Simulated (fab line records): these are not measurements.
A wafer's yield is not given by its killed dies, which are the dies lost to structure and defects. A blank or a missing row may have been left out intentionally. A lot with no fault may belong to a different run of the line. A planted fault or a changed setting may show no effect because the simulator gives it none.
Matching of chambers ; flow sfq-line ; SFQ_TRILAYER_I7_DEP_PECVD_183 on pecvd-02 has 3 sister chambers
The step deposits SiO2 from SiH4/N2O, time 111.11 s, target thk 500 nm. 3 wafers are shown with their chamber, then 7 later ones without.

WAFERS PAIRED WITH THEIR CHAMBERS
wafer;chamber;run-length-s (s)
L258.2;1;138.5
L261.2;2;138.0
L261.3;0;140.6

WAFERS WITHOUT THEIR CHAMBER
wafer;run-length-s (s)
L261.6;138.0
L262.3;138.6
L262.5;140.2
L262.6;138.2
L264.2;138.4
L264.3;138.5
L264.6;140.1

CHAMBER TAKEN BY EACH
wafer;from the rows above;in truth
L261.6;can't be placed: 2 or 1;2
L262.3;can't be placed: 1 or 2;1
L262.5;0;0
L262.6;can't be placed: 2 or 1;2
L264.2;can't be placed: 1 or 2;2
L264.3;can't be placed: 1 or 2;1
L264.6;0;0
Correctly placed: 2 of 7. These rows do not allow placing 5 (true chamber among the candidates in 5). Placed wrongly: 0.
How it was worked out, from the rows above alone: a wafer's distance from a chamber is the root of the sum, over the readings, of the square of ((its reading less the chamber's mean) divided by the reading's scatter). If the next closest chamber is less than 2 further off than the closest, the wafer can't be placed; otherwise it belongs to the closest. Each chamber's mean is taken over the wafers shown for it. The scatter: with one shown wafer a chamber, the root of the mean of the squares of how far each hidden wafer lies from its nearest shown one.
